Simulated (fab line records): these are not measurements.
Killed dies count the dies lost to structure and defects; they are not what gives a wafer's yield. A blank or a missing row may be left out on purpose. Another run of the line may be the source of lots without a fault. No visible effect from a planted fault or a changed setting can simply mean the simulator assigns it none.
fab line records	flow sky130
record: lots: 12	wafers: 36	lastDay: 50
route steps=708 shown CAP2M@615 VIA4@656 METAL5@675 PAD_OPEN@708
lots that met no fault: taken from a fault-free run of the same line
startH: hours from the record's opening day to when the first of the lot's shown wafers began	waitH: how many hours have passed since the lot's step before this one	" repeats the value in the row above	L1.1+2: a single row standing in for several wafers	- no value, or no start given	* or withheld: withheld	< > ~ a bound
route shown NAME@n: NAME is a module with steps in the file, n the number in the route of the first one	usual: mean/standard deviation of fault-free wafers	same: alike in all rows	chamber/n: place in a boat	sites: each site's reading	_std_site: the values' standard deviation	_edge_site: the outer-site mean with the inner-site mean subtracted	radiusMm: for every site, how far away it sits from the centre of the wafer	mask NAME#n: copy n	behind: the last tool/chamber to shape the wafer	hold: what put the lot on hold/how long, in hours/how the hold closed	device: names the non-switching transistor (n, p or np)	end of line: tests run on the same wafers once the route is complete	a step without rows: its recipe alone	killed: count of dies lost to structure and defects at first sort (not the wafer's yield)	map: shows each die of a wafer: x if killed, . if not, _ if none is there
set.NAME: the run value of the setting; set.NAME@STEP: its run value at that earlier step	model.NAME: the simulator's own value behind a step, which no gauge read
steps of the route over a sample of lots; a table a step, a row a wafer
services: a tool's chamber out of use, with start hour (startH, from the record's first day; less than 0 if before it), hours out, and reason
== steps ==
step: SKY_CAP2M_OVL_MEAS_12
usual: CAP2M_OVL: 0.7/1.2
lot.wafer	tool	chamber	startH	waitH	CAP2M_OVL[nm]
L607.1	overlay-01	-	978.48	0.1	0.7
L607.2	"	-	"	"	2.2
L607.6	"	-	"	"	0.8
L609.1	overlay-01	-	987.18	0.1	-0.4
L609.3	"	-	"	"	-0.6
L609.6	"	-	"	"	1.1
L610.3	overlay-01	-	998.41	0.1	0.9
L610.4	"	-	"	"	0.0
L610.5	"	-	"	"	2.0
L613.4	overlay-02	-	1014.31	0.1	-0.7
L613.5	"	-	"	"	-1.4
L613.6	"	-	"	"	-0.6
L614.1	overlay-02	-	1025.93	0.1	1.0
L614.2	"	-	"	"	-0.3
L614.4	"	-	"	"	-0.6
L615.1	overlay-01	-	1029.33	0.1	-0.3
L615.2	"	-	"	"	1.1
L615.3	"	-	"	"	-0.6
L617.3	overlay-02	-	1077.15	0.1	1.3
L617.4	"	-	"	"	0.7
L617.6	"	-	"	"	1.3
L619.1	overlay-01	-	1082.48	0.1	0.5
L619.2	"	-	"	"	1.1
L619.3	"	-	"	"	-0.8
L624.1	overlay-01	-	1103.53	0.1	1.0
L624.3	"	-	"	"	0.3
L624.4	"	-	"	"	0.1
L623.1	overlay-02	-	1108.43	0.1	1.8
L623.2	"	-	"	"	2.8
L623.3	"	-	"	"	2.2
L626.1	overlay-02	-	1109.04	0.1	0.2
L626.3	"	-	"	"	-1.5
L626.6	"	-	"	"	-0.9
L625.3	overlay-01	-	1115.05	0.1	-0.3
L625.4	"	-	"	"	0.0
L625.5	"	-	"	"	-0.1
step: SKY_VIA4_SPUTTER_17
recipe: material: TiN	targetThkNm: 20	chamberPressurePa: 5	powerW: 4000	timeS: 80
usual: throttleValvePct: 30.1/1.3
lot.wafer	tool	chamber	startH	waitH	throttleValvePct
L607.1	pvdSputter-02	-	1027.18	0.0	31.1
L607.2	"	-	"	"	29.0
L607.6	"	-	"	"	30.9
L609.1	pvdSputter-03	-	1035.59	0.0	29.0
L609.3	"	-	"	"	30.8
L609.6	"	-	"	"	30.6
L610.3	pvdSputter-03	-	1044.58	0.0	30.4
L610.4	"	-	"	"	32.1
L610.5	"	-	"	"	32.4
L613.4	pvdSputter-02	-	1061.77	0.0	30.9
L613.5	"	-	"	"	31.0
L613.6	"	-	"	"	27.9
L614.1	pvdSputter-01	-	1071.38	0.0	27.9
L614.2	"	-	"	"	30.6
L614.4	"	-	"	"	31.4
L615.1	pvdSputter-01	-	1075.88	0.0	31.6
L615.2	"	-	"	"	29.6
L615.3	"	-	"	"	28.2
L617.3	pvdSputter-02	-	1120.73	0.0	30.9
L617.4	"	-	"	"	29.3
L617.6	"	-	"	"	28.0
L619.1	pvdSputter-02	-	1125.41	0.0	29.5
L619.2	"	-	"	"	31.1
L619.3	"	-	"	"	27.9
L624.1	pvdSputter-03	-	1144.46	0.0	30.8
L624.3	"	-	"	"	29.1
L624.4	"	-	"	"	30.3
L623.1	pvdSputter-03	-	1148.08	0.0	30.6
L623.2	"	-	"	"	29.2
L623.3	"	-	"	"	30.2
L626.1	pvdSputter-02	-	1149.29	0.0	31.0
L626.3	"	-	"	"	29.3
L626.6	"	-	"	"	30.9
L625.3	pvdSputter-03	-	1155.59	0.0	29.1
L625.4	"	-	"	"	30.6
L625.5	"	-	"	"	30.4
step: SKY_VIA4_CMP_21
recipe: stopOn: SiO2	tOverpolishS: 25	downForcePsi: 3.5	platenRpm: 60	targetThkNm: 0	padVelocityMS: 0.94248
usual: headPressurePsi: 3.501/0.0075	motorCurrentA: 11.7/0.67	overpolishRunS: 25.000/0.0085	tOverpolishS: 25/0	timeToEndpointS: 122/4.9
lot.wafer	tool	chamber	startH	waitH	headPressurePsi	motorCurrentA	overpolishRunS	tOverpolishS	timeToEndpointS
L607.1	cmp-01	1	1027.62	0.1	3.497	11.2	25.003	25	119
L607.2	"	3	"	"	3.501	11.6	24.981	25	113
L607.6	"	0	"	"	3.496	11.0	25.013	25	116
L609.1	cmp-02	0	1035.98	0.1	3.501	11.8	24.990	25	119
L609.3	"	3	"	"	3.493	10.8	24.994	25	113
L609.6	"	1	"	"	3.502	11.5	25.003	25	119
L610.4	cmp-02	3	1044.98	0.0	3.491	10.9	25.000	25	119
L610.3	"	1	"	"	3.504	11.1	24.993	25	129
L610.5	"	3	"	"	3.503	10.7	25.007	25	118
L613.4	cmp-02	1	1062.38	0.1	3.492	11.7	26.592	26.582	129
L613.5	"	3	"	"	3.489	10.8	26.580	26.582	117
L613.6	"	0	"	"	3.503	12.1	26.577	26.582	125
L614.1	cmp-02	2	1071.89	0.2	3.499	13.2	26.607	26.582	124
L614.4	"	3	"	"	3.508	10.7	26.584	26.582	120
L614.2	"	0	"	"	3.507	12.2	26.565	26.582	127
L615.2	cmp-02	1	1076.66	0.4	3.494	11.8	26.583	26.582	132
L615.3	"	2	"	"	3.487	13.3	26.565	26.582	124
L615.1	"	0	"	"	3.493	12.2	26.595	26.582	126
L617.4	cmp-01	1	1121.74	0.6	3.487	11.5	24.996	25	121
L617.3	"	3	"	"	3.497	11.7	25.002	25	115
L617.6	"	0	"	"	3.509	11.3	25.000	25	121
L619.1	cmp-01	2	1126.15	0.4	3.504	12.2	25.008	25	125
L619.3	"	0	"	"	3.497	11.6	24.981	25	118
L619.2	"	1	"	"	3.507	11.7	24.997	25	129
L624.3	cmp-01	3	1145.16	0.3	3.497	11.6	24.988	25	113
L624.4	"	0	"	"	3.500	11.3	25.001	25	118
L624.1	"	1	"	"	3.479	11.3	25.007	25	123
L623.3	cmp-02	1	1148.47	0.0	3.500	11.4	25.000	25	128
L623.1	"	3	"	"	3.493	10.7	24.996	25	118
L623.2	"	0	"	"	3.508	12.0	24.998	25	128
L626.3	cmp-01	0	1149.68	0.0	3.498	11.1	25.007	25	114
L626.1	"	2	"	"	3.496	12.0	24.996	25	116
L626.6	"	0	"	"	3.512	11.3	25.002	25	118
L625.3	cmp-02	2	1156.03	0.1	3.490	12.9	25.012	25	126
L625.4	"	3	"	"	3.507	10.8	24.988	25	117
L625.5	"	1	"	"	3.494	11.6	25.000	25	130
step: SKY_METAL5_DESCUM_14
recipe: chemistry: O2	sourcePowerW: 150	biasPowerW: 0	pressureMtorr: 10	tempC: 40	timeS: 11
usual: drypumpMotorCurrentA: 5.71/0.25	oesProductAu: 0.997/0.011
lot.wafer	tool	chamber	startH	waitH	drypumpMotorCurrentA	oesProductAu	rfHoursCounterH
L607.1	rieMetal-04	1	1049.99	0.1	5.69	1.014	8
L607.2	"	0	"	"	5.65	0.981	19
L607.6	"	1	"	"	5.68	1.006	-
L609.1	rieMetal-04	1	1057.67	0.1	5.66	0.998	9
L609.3	"	1	"	"	5.67	1.013	-
L609.6	"	1	"	"	5.66	0.999	-
L610.3	rieMetal-04	0	1066.25	0.1	5.66	0.986	-
L610.4	"	1	"	"	5.67	1.000	-
L610.5	"	1	"	"	5.68	1.013	-
L613.4	rieMetal-01	0	1083.55	0.1	5.73	0.987	-
L613.5	"	1	"	"	5.54	0.999	-
L613.6	"	0	"	"	5.71	0.985	-
L614.1	rieMetal-04	1	1092.69	0.1	5.68	1.003	11
L614.2	"	0	"	"	5.66	0.975	22
L614.4	"	0	"	"	5.66	0.975	-
L615.1	rieMetal-01	1	1097.59	0.1	5.53	0.996	20
L615.2	"	0	"	"	5.73	0.986	15
L615.3	"	0	"	"	5.73	0.984	-
L617.3	rieMetal-01	1	1140.05	0.1	5.53	1.007	-
L617.4	"	0	"	"	5.73	0.993	-
L617.6	"	1	"	"	5.52	1.013	-
L619.1	rieMetal-01	1	1144.69	0.1	5.52	1.007	24
L619.2	"	0	"	"	5.74	0.995	20
L619.3	"	0	"	"	5.74	0.994	-
L624.1	rieMetal-04	1	1163.24	0.1	5.71	1.009	16
L624.3	"	1	"	"	5.68	1.007	-
L624.4	"	0	"	"	5.66	0.993	-
L623.1	rieMetal-01	0	1166.38	0.1	5.73	1.006	21
L623.2	"	1	"	"	5.55	1.008	26
L623.3	"	1	"	"	5.53	1.018	-
L626.1	rieMetal-01	1	1167.83	0.1	5.53	0.995	26
L626.3	"	1	"	"	5.53	0.998	-
L626.6	"	1	"	"	5.53	1.006	-
L625.3	rieMetal-01	1	1173.75	0.1	5.52	0.989	-
L625.4	"	1	"	"	5.52	0.988	-
L625.5	"	1	"	"	5.53	1.007	-
step: SKY_PAD_OPEN_PROBE_99
usual: defectLimitedYield: 82.5/1.9	killed_at_M0_to_M3: 44/7.3	killed_at_M4_up: 3.2/1.8	killedAtContacts: 24/5.4	killedAtFrontEnd: 16/4.4	killedAtOther: 0.3/0.48	killedDies: 86/9.5	killedOpen: 47/7.7	killedShort: 39/6.4	sort_bin_3_pad_short: 0.9/0.41	sort_bin_5_function: 10.4/1.5	sort_bin_6_memory: 6.2/1.1	sortNPass: 406/9.5	sortYieldPct: 82.5/1.9
same: grossDies: 492	killedAtBackSide: 0	sort_bin_4_leakage[%]: 0	sort_bin_8_speed[%]: 0
lot.wafer	tool	chamber	startH	waitH	defectLimitedYield[%]	killed_at_M0_to_M3	killed_at_M4_up	killedAtContacts	killedAtFrontEnd	killedAtOther	killedDies	killedOpen	killedShort	sort_bin_3_pad_short[%]	sort_bin_5_function[%]	sort_bin_6_memory[%]	sortNPass	sortYieldPct[%]
L607.1	prober-02	-	1096.04	0.1	80.5	52	3	28	12	1	96	52	44	0.8	10.6	8.1	396	80.5
L607.2	prober-02	-	1096.09	0.1	81.3	49	2	31	10	0	92	39	53	0.4	11.4	6.9	400	81.3
L607.6	prober-02	-	1096.29	0.2	82.3	46	2	21	17	1	87	49	38	0.4	12.0	5.3	405	82.3
L609.1	prober-02	-	1102.19	0.1	81.5	35	4	26	26	0	91	54	37	0.8	11.2	6.5	401	81.5
L609.3	prober-02	-	1102.29	0.2	84.8	31	4	21	17	2	75	37	38	0.6	7.5	7.1	417	84.8
L609.6	prober-02	-	1102.44	0.2	80.5	53	3	18	22	0	96	51	45	0.8	9.6	9.1	396	80.5
L610.3	prober-01	-	1109.31	0.2	82.3	44	1	24	18	0	87	53	34	1.2	10.0	6.5	405	82.3
L610.4	prober-01	-	1109.36	0.2	83.3	36	4	22	20	0	82	47	35	0.4	10.2	6.1	410	83.3
L610.5	prober-01	-	1109.41	0.2	79.1	42	7	31	23	0	103	63	40	0.6	12.8	7.5	389	79.1
L613.4	prober-02	-	1126.93	0.2	80.1	53	3	22	20	0	98	57	41	0.2	12.2	7.5	394	80.1
L613.5	prober-02	-	1126.98	0.2	80.7	47	5	24	19	0	95	43	52	0	11.6	7.7	397	80.7
L613.6	prober-02	-	1127.03	0.2	85.8	38	3	18	10	1	70	40	30	0.8	9.1	4.3	422	85.8
L614.1	prober-01	-	1134.40	0.1	86.0	35	2	20	12	0	69	41	28	0.8	7.5	5.7	423	86.0
L614.2	prober-01	-	1134.45	0.1	82.7	37	0	27	21	0	85	45	40	1.2	8.3	7.7	407	82.7
L614.4	prober-01	-	1134.55	0.2	84.8	32	2	21	19	1	75	42	33	0.8	8.3	6.1	417	84.8
L615.1	prober-02	-	1139.94	0.1	82.1	39	4	31	14	0	88	61	27	0.6	10.6	6.7	404	82.1
L615.2	prober-02	-	1139.99	0.1	82.3	36	4	32	15	0	87	43	44	1.6	11.2	4.9	405	82.3
L615.3	prober-02	-	1140.04	0.2	84.1	35	2	29	11	1	78	44	34	1.0	10.0	4.9	414	84.1
L617.3	prober-02	-	1178.71	0.2	87.0	34	3	17	9	1	64	21	43	0.6	7.1	5.3	428	87.0
L617.4	prober-02	-	1178.76	0.2	82.1	39	4	18	25	2	88	44	44	1.0	11.0	5.9	404	82.1
L617.6	prober-02	-	1178.86	0.2	82.5	45	3	19	19	0	86	34	52	0.6	10.2	6.7	406	82.5
L619.1	prober-01	-	1183.49	0.1	85.6	30	5	28	8	0	71	37	34	0.8	8.9	4.7	421	85.6
L619.2	prober-01	-	1183.54	0.1	82.7	39	6	28	12	0	85	50	35	1.2	11.0	5.1	407	82.7
L619.3	prober-01	-	1183.59	0.2	83.7	35	3	33	9	0	80	41	39	0.6	8.5	7.1	412	83.7
L624.1	prober-02	-	1200.59	0.1	80.3	55	1	23	18	0	97	55	42	0.8	11.0	7.9	395	80.3
L624.3	prober-02	-	1200.69	0.2	81.7	57	2	20	10	1	90	48	42	1.6	9.6	7.1	402	81.7
L624.4	prober-02	-	1200.74	0.2	81.9	49	4	18	17	1	89	49	40	0.8	10.0	7.3	403	81.9
L623.1	prober-01	-	1203.29	0.1	79.9	58	5	21	15	0	99	52	47	1.4	11.6	7.1	393	79.9
L623.2	prober-01	-	1203.34	0.1	79.9	42	7	37	12	1	99	61	38	0.8	12.2	7.1	393	79.9
L623.3	prober-01	-	1203.39	0.2	79.1	56	4	34	9	0	103	56	47	1.6	13.4	5.9	389	79.1
L626.1	prober-02	-	1204.15	0.1	83.7	38	2	19	20	1	80	40	40	0.6	8.3	7.3	412	83.7
L626.3	prober-02	-	1204.25	0.2	82.3	46	3	14	24	0	87	43	44	1.2	8.3	8.1	405	82.3
L626.6	prober-02	-	1204.40	0.2	83.3	38	3	15	26	0	82	38	44	0.6	8.7	7.3	410	83.3
L625.3	prober-01	-	1208.77	0.2	83.7	40	0	23	17	0	80	44	36	1.4	10.4	4.5	412	83.7
L625.4	prober-01	-	1208.82	0.2	83.9	36	4	24	14	1	79	36	43	0.2	11.0	4.9	413	83.9
L625.5	prober-01	-	1208.87	0.2	82.3	52	2	16	16	1	87	47	40	1.8	10.0	5.9	405	82.3
killed by level:class
L607.1 CONTACT:geometricParticle:open=13 METAL2:geometricParticle:short=11 VIA1:geometricParticle:open=8 VIA2:geometricParticle:open=8 FIELD_ISO:geometricParticle:open=5 LOCAL_INTERCONNECT:geometricParticle:short=5 CONTACT:geometricParticle:short=5 METAL1:geometricParticle:short=5
L607.2 CONTACT:geometricParticle:short=9 LOCAL_INTERCONNECT:geometricParticle:short=8 VIA3:geometricParticle:open=8 VIA1:geometricParticle:open=6 VIA1:geometricParticle:short=6 METAL2:geometricParticle:short=6 POLY_GATE:geometricParticle:short=5 VIA2:geometricParticle:short=5
L607.6 VIA1:geometricParticle:open=11 POLY_GATE:geometricParticle:open=10 METAL2:geometricParticle:short=9 METAL1:geometricParticle:short=8 CONTACT:geometricParticle:open=7 LI_CONTACT:geometricParticle:open=6 VIA2:geometricParticle:open=6 CONTACT:geometricParticle:short=4
L609.1 CONTACT:geometricParticle:open=12 VIA1:geometricParticle:open=10 FIELD_ISO:geometricParticle:open=9 FIELD_ISO:geometricParticle:short=7 LI_CONTACT:geometricParticle:open=7 POLY_GATE:geometricParticle:short=5 VIA2:geometricParticle:open=5 CONTACT:geometricParticle:short=4
L609.3 CONTACT:geometricParticle:open=9 VIA3:geometricParticle:short=5 VIA1:geometricParticle:short=5 VIA1:geometricParticle:open=5 FIELD_ISO:geometricParticle:short=4 FIELD_ISO:geometricParticle:open=4 LI_CONTACT:geometricParticle:short=4 CONTACT:geometricParticle:short=4
L609.6 VIA1:geometricParticle:open=11 VIA2:geometricParticle:short=8 METAL2:geometricParticle:short=8 CONTACT:geometricParticle:open=7 FIELD_ISO:geometricParticle:open=6 CONTACT:geometricParticle:short=6 METAL1:geometricParticle:short=5 VIA1:geometricParticle:short=5
L610.3 VIA1:geometricParticle:open=14 LI_CONTACT:geometricParticle:open=9 CONTACT:geometricParticle:open=9 VIA3:geometricParticle:open=6 POLY_GATE:geometricParticle:short=5 VIA2:geometricParticle:open=5 FIELD_ISO:geometricParticle:open=4 VIA1:geometricParticle:short=4
L610.4 VIA1:geometricParticle:open=10 CONTACT:geometricParticle:open=8 FIELD_ISO:geometricParticle:open=7 VIA3:geometricParticle:open=7 LI_CONTACT:geometricParticle:open=6 FIELD_ISO:geometricParticle:short=5 POLY_GATE:geometricParticle:open=4 VIA1:geometricParticle:short=4
L610.5 VIA1:geometricParticle:open=15 CONTACT:geometricParticle:open=11 FIELD_ISO:geometricParticle:open=10 VIA3:geometricParticle:open=7 LI_CONTACT:geometricParticle:open=6 FIELD_ISO:geometricParticle:short=5 POLY_GATE:geometricParticle:short=5 VIA1:geometricParticle:short=5
L613.4 VIA1:geometricParticle:open=16 LI_CONTACT:geometricParticle:open=7 VIA3:geometricParticle:open=7 CONTACT:geometricParticle:open=6 VIA2:geometricParticle:open=6 FIELD_ISO:geometricParticle:open=5 POLY_GATE:geometricParticle:open=5 METAL1:geometricParticle:short=5
L613.5 VIA1:geometricParticle:open=13 METAL1:geometricParticle:short=9 FIELD_ISO:geometricParticle:open=7 VIA1:geometricParticle:short=6 LI_CONTACT:geometricParticle:open=6 LOCAL_INTERCONNECT:geometricParticle:short=6 CONTACT:geometricParticle:short=6 VIA3:geometricParticle:open=5
L613.6 VIA1:geometricParticle:open=12 VIA3:geometricParticle:open=7 VIA2:geometricParticle:open=6 LI_CONTACT:geometricParticle:open=5 VIA1:geometricParticle:short=5 CONTACT:geometricParticle:short=4 LOCAL_INTERCONNECT:geometricParticle:short=4 FIELD_ISO:geometricParticle:short=3
L614.1 CONTACT:geometricParticle:open=8 VIA1:geometricParticle:short=8 VIA1:geometricParticle:open=8 LI_CONTACT:geometricParticle:open=7 POLY_GATE:geometricParticle:short=5 VIA3:geometricParticle:open=5 METAL2:geometricParticle:short=3 VIA2:geometricParticle:open=3
L614.2 CONTACT:geometricParticle:open=16 POLY_GATE:geometricParticle:short=6 METAL1:geometricParticle:short=6 VIA1:geometricParticle:open=6 METAL2:geometricParticle:short=6 POLY_GATE:geometricParticle:open=5 VIA2:geometricParticle:open=5 FIELD_ISO:geometricParticle:short=4
L614.4 VIA1:geometricParticle:open=8 CONTACT:geometricParticle:open=8 LI_CONTACT:geometricParticle:open=6 METAL1:geometricParticle:short=6 POLY_GATE:geometricParticle:short=5 POLY_GATE:geometricParticle:open=4 LI_CONTACT:geometricParticle:short=4 VIA2:geometricParticle:open=4
L615.1 CONTACT:geometricParticle:open=14 VIA2:geometricParticle:open=11 VIA1:geometricParticle:open=8 VIA3:geometricParticle:open=7 POLY_GATE:geometricParticle:open=6 LI_CONTACT:geometricParticle:open=6 METAL1:geometricParticle:short=4 METAL2:geometricParticle:short=4
L615.2 VIA1:geometricParticle:open=11 CONTACT:geometricParticle:open=11 LOCAL_INTERCONNECT:geometricParticle:short=9 VIA1:geometricParticle:short=6 CONTACT:geometricParticle:short=5 METAL2:geometricParticle:short=5 POLY_GATE:geometricParticle:short=4 POLY_GATE:geometricParticle:open=4
L615.3 CONTACT:geometricParticle:open=11 LI_CONTACT:geometricParticle:open=8 VIA2:geometricParticle:open=7 VIA3:geometricParticle:open=7 POLY_GATE:geometricParticle:open=4 LI_CONTACT:geometricParticle:short=4 VIA1:geometricParticle:open=4 METAL2:geometricParticle:short=4
L617.3 METAL1:geometricParticle:short=10 LOCAL_INTERCONNECT:geometricParticle:short=7 VIA1:geometricParticle:open=6 VIA1:geometricParticle:short=5 LI_CONTACT:geometricParticle:open=4 POLY_GATE:geometricParticle:short=3 METAL2:geometricParticle:short=3 VIA3:geometricParticle:short=3
L617.4 VIA1:geometricParticle:open=9 POLY_GATE:geometricParticle:short=7 FIELD_ISO:geometricParticle:open=6 CONTACT:geometricParticle:open=6 VIA3:geometricParticle:open=6 LI_CONTACT:geometricParticle:open=5 METAL2:geometricParticle:short=5 VIA1:geometricParticle:short=5
L617.6 METAL1:geometricParticle:short=10 VIA1:geometricParticle:open=9 VIA1:geometricParticle:short=7 FIELD_ISO:geometricParticle:short=6 CONTACT:geometricParticle:short=5 LI_CONTACT:geometricParticle:open=5 CONTACT:geometricParticle:open=5 METAL2:geometricParticle:short=5
L619.1 CONTACT:geometricParticle:open=8 VIA1:geometricParticle:open=8 LOCAL_INTERCONNECT:geometricParticle:short=7 CONTACT:geometricParticle:short=6 LI_CONTACT:geometricParticle:open=5 VIA1:geometricParticle:short=5 VIA3:geometricParticle:open=4 METAL1:geometricParticle:short=3
L619.2 CONTACT:geometricParticle:open=13 VIA1:geometricParticle:open=9 VIA3:geometricParticle:open=7 LI_CONTACT:geometricParticle:open=6 CONTACT:geometricParticle:short=5 METAL1:geometricParticle:short=4 METAL2:geometricParticle:short=4 METAL4:geometricParticle:short=4
L619.3 CONTACT:geometricParticle:open=16 VIA1:geometricParticle:open=9 CONTACT:geometricParticle:short=7 METAL3:geometricParticle:short=6 VIA2:geometricParticle:open=5 LI_CONTACT:geometricParticle:open=4 LI_CONTACT:geometricParticle:short=4 VIA1:geometricParticle:short=4
L624.1 VIA2:geometricParticle:open=15 VIA1:geometricParticle:open=13 CONTACT:geometricParticle:open=10 FIELD_ISO:geometricParticle:short=8 METAL2:geometricParticle:short=8 LOCAL_INTERCONNECT:geometricParticle:short=6 VIA3:geometricParticle:open=6 METAL1:geometricParticle:short=4
L624.3 VIA1:geometricParticle:open=14 VIA2:geometricParticle:open=10 CONTACT:geometricParticle:open=7 VIA3:geometricParticle:open=7 CONTACT:geometricParticle:short=6 VIA2:geometricParticle:short=5 METAL1:geometricParticle:short=5 VIA1:geometricParticle:short=5
L624.4 VIA2:geometricParticle:open=12 VIA1:geometricParticle:open=11 VIA1:geometricParticle:short=7 VIA2:geometricParticle:short=5 FIELD_ISO:geometricParticle:open=4 POLY_GATE:geometricParticle:open=4 LI_CONTACT:geometricParticle:short=4 LI_CONTACT:geometricParticle:open=4
L623.1 VIA1:geometricParticle:open=12 VIA2:geometricParticle:open=11 METAL2:geometricParticle:short=10 METAL1:geometricParticle:short=7 VIA3:geometricParticle:open=6 CONTACT:geometricParticle:short=5 CONTACT:geometricParticle:open=5 FIELD_ISO:geometricParticle:open=4
L623.2 CONTACT:geometricParticle:open=13 VIA1:geometricParticle:open=11 LI_CONTACT:geometricParticle:open=10 VIA3:geometricParticle:open=10 CONTACT:geometricParticle:short=6 VIA2:geometricParticle:open=6 METAL1:geometricParticle:short=6 LOCAL_INTERCONNECT:geometricParticle:short=5
L623.3 VIA2:geometricParticle:open=14 VIA1:geometricParticle:open=12 CONTACT:geometricParticle:open=10 CONTACT:geometricParticle:short=8 LOCAL_INTERCONNECT:geometricParticle:short=5 METAL2:geometricParticle:short=5 LI_CONTACT:geometricParticle:open=4 LI_CONTACT:geometricParticle:short=4
L626.1 CONTACT:geometricParticle:open=11 VIA2:geometricParticle:open=11 FIELD_ISO:geometricParticle:short=6 FIELD_ISO:geometricParticle:open=5 METAL1:geometricParticle:short=4 VIA1:geometricParticle:short=4 METAL2:geometricParticle:short=4 LOCAL_INTERCONNECT:geometricParticle:short=3
L626.3 FIELD_ISO:geometricParticle:short=8 VIA2:geometricParticle:open=7 VIA1:geometricParticle:open=7 VIA3:geometricParticle:open=7 FIELD_ISO:geometricParticle:open=6 METAL2:geometricParticle:short=6 METAL1:geometricParticle:short=6 CONTACT:geometricParticle:open=5
L626.6 FIELD_ISO:geometricParticle:short=13 VIA1:geometricParticle:open=8 METAL2:geometricParticle:short=7 VIA3:geometricParticle:open=6 FIELD_ISO:geometricParticle:open=5 CONTACT:geometricParticle:short=5 CONTACT:geometricParticle:open=5 LOCAL_INTERCONNECT:geometricParticle:short=3
L625.3 VIA1:geometricParticle:open=17 CONTACT:geometricParticle:open=8 LI_CONTACT:geometricParticle:open=5 VIA2:geometricParticle:open=5 VIA1:geometricParticle:short=5 SPACER:geometricParticle:short=4 LOCAL_INTERCONNECT:geometricParticle:short=4 METAL1:geometricParticle:short=4
L625.4 VIA1:geometricParticle:open=11 CONTACT:geometricParticle:short=9 CONTACT:geometricParticle:open=8 METAL1:geometricParticle:short=6 POLY_GATE:geometricParticle:short=4 VIA2:geometricParticle:short=4 VIA2:geometricParticle:open=4 VIA3:geometricParticle:short=4
L625.5 METAL2:geometricParticle:short=10 VIA2:geometricParticle:open=8 LI_CONTACT:geometricParticle:open=7 VIA3:geometricParticle:open=7 VIA1:geometricParticle:open=7 VIA2:geometricParticle:short=6 VIA1:geometricParticle:short=6 POLY_GATE:geometricParticle:open=5
== services ==
tool	chamber	startH	hours	kind
pvdSputter-02	-	1008.24	1.0	repair
pvdSputter-02	-	1019.02	8.0	repair
cmp-01	-	1043.31	2.8	pm
cmp-01	-	1074.36	5.0	repair
cmp-02	-	1084.00	4.0	pm
cmp-02	-	1088.00	-	consumableReplace:conditioner
cmp-02	-	1088.00	-	consumableReplace:pad
pvdSputter-01	-	1090.19	5.0	repair
rieMetal-01	-	1101.93	2.8	pm
cmp-01	-	1104.32	0.6	repair
cmp-02	-	1118.19	3.8	pm
cmp-02	-	1124.90	6.2	repair
rieMetal-04	-	1136.48	14.6	pm
cmp-01	-	1137.76	5.4	repair
cmp-01	-	1154.79	0.9	repair
cmp-02	-	1162.66	0.4	repair
rieMetal-01	0	1170.48	9.3	repair
== key ==
firstSign: step: SKY_VIA4_CMP_21	reading: tOverpolishS	direction: up	sigmas: 99+	usual: 25	struck: 26.582
effect: step: SKY_VIA4_CMP_21	reading: overpolishRunS	direction: up	sigmas: 99+	usual: 25.000	struck: 26.583
metAt SKY_VIA4_CMP_21
struckLots L613,L614,L615
notActingAt SKY_CAP2M_OVL_MEAS_12,SKY_VIA4_SPUTTER_17,SKY_METAL5_DESCUM_14
onsetBetween 1044.98 1062.38
fault: kind: processParameterDrift	tool: cmp-02	chamber: -	onsetH: 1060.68	steps: SKY_VIA4_CMP_21	channel: tOverpolishS	offset: 1.5816	shape: step	endH: 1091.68	actsIn: theseRecipesOnly	stated: 25
